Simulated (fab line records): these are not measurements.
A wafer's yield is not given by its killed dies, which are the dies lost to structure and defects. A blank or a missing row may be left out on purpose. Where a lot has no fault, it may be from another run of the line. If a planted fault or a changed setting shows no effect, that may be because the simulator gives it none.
A lot that was struck, set against a sound lot + flow gf180mcu + 16 out of 602 route steps
Sound: these wafers, L668.3, L668.5, L668.6. Struck: wafers L674.1, L674.2, L674.6. The cause is given at the end.
Per side, at each step with rows, come the tool, then ch with its chambers, and then its first start. Under that, the readings that differ: sound wafers + struck wafers + difference of the means + sigmas: that difference in standard deviations of wafers without a fault.
alike: same words and numbers on both sides, and readings whose means sit less than 2 such deviations apart. not compared: any withheld reading, any reading some wafer has no value for, any bound like >300 that may hide the same value, and any number with overlapping values for which the record gives no deviation.
A row with sigmas, a row that says differs or no value, or rows on one side alone: a step with any of these is where the two part. Numbers that don't overlap but have no deviation are shown without sigmas and don't part them. A reading missing from all wafers of one side parts the sides only when that side holds two or more wafers.

first, 3 steps without rows for these wafers: GF_V4_EXPOSE_11 (exposes mask Via4, target cd 260 nm); GF_V4_PEB_12 (peb time 90 s); GF_V4_DEVELOP_13 (develop time 60 s).
GF_V4_CD_MEAS_14: target cd 260 nm.
  sound on cdSem-02 at day 24 04:30; struck on cdSem-01 at day 26 08:07
  alike: cdNm
GF_V4_OVL_MEAS_15:
  sound on overlay-02 at day 24 04:35; struck on overlay-01 at day 26 08:14
  alike: V4_OVL
GF_V4_ETCH_16: etches BARC in N2/H2.
  sound on rieDiel-01 ch 1,2, day 24 04:37; struck on rieDiel-01 ch 1,2,3, day 26 08:16
  alike: drypumpMotorCurrentA, oesProductAu, throttleValvePct
GF_V4_ETCH_17: etches SiO2 in C4F8/O2/Ar, stops on TiN, target depth 630 nm.
  sound on rieDiel-01 ch 1,2; struck on rieDiel-01 ch 1,2,3
  alike: oesProductAu
GF_V4_STRIP_18: strips in O2/N2.
  sound on plasmaAsher-02 ch 0,1, day 24 04:47; struck on plasmaAsher-01 ch 0,1, day 26 08:23
  alike: drypumpMotorCurrentA, heaterPowerW, oesProductAu
  not compared: rfHoursCounterH
then, 2 steps without rows for these wafers: GF_V4_STRIP_19 (strips in post etch residue remover, time 1200 s); GF_V4_CLEAN_20 (cleans in DIW).
GF_V4_SPUTTER_21: material Ti, target thk 15 nm, time 80.02 s.
  sound on pvdSputter-03 at day 24 05:17; struck on pvdSputter-04 at day 26 08:56
  alike: throttleValvePct
GF_V4_SPUTTER_22: material TiN, target thk 10 nm, time 40 s.
  sound on pvdSputter-03 at day 24 05:20; struck on pvdSputter-04 at day 26 09:00
  alike: throttleValvePct
GF_V4_CVD_23: deposits W, target thk 350 nm, time 104.9 s.
  sound on cvdW-01 ch 0,1, day 24 05:25; struck on cvdW-01 ch 0,1, day 26 09:02
  no value came back on the struck wafers for chamberPressureTorr (Torr), heaterPowerOuterW (W), heaterPowerW (W); on the sound wafers chamberPressureTorr (Torr) reads 40.02 40.18 39.94
GF_V4_RS_MEAS_24: uses a four-point probe to measure.
  sound on filmMetro-04 at day 24 05:32; struck on filmMetro-02 at day 26 09:09
| reading          | sound             | struck               | difference | sigmas      |
|------------------|-------------------|----------------------|------------|-------------|
| V4_W_RS (ohm/sq) | 0.326 0.325 0.326 | 42.499 42.867 42.653 | +42.347    | +99 or more |
GF_V4_THK_MEAS_25: measures by xrf.
  sound on filmMetro-04 at day 24 05:38; struck on filmMetro-02 at day 26 09:16
| reading       | sound       | struck   | difference | sigmas |
|---------------|-------------|----------|------------|--------|
| V4_W_THK (nm) | 357 358 358 | <0 <0 <0 | differs    |        |
GF_V4_CMP_26: polishes, stops on SiO2, t overpolish 15 s, target thk 0 nm.
  sound on cmp-01 ch 0,3, day 24 05:40; struck on cmp-02 ch 0,2, day 26 09:20
| reading             | sound          | struck      | difference | sigmas |
|---------------------|----------------|-------------|------------|--------|
| timeToEndpointS (s) | 87.0 84.7 86.1 | 4.7 0.7 0.6 | -83.9      | -29    |
  alike: motorCurrentA

== WHERE THEY PART ==
At GF_V4_CVD_23 first; at GF_V4_CMP_26 last (within this record only).

WHY: whatever the simulator had introduced
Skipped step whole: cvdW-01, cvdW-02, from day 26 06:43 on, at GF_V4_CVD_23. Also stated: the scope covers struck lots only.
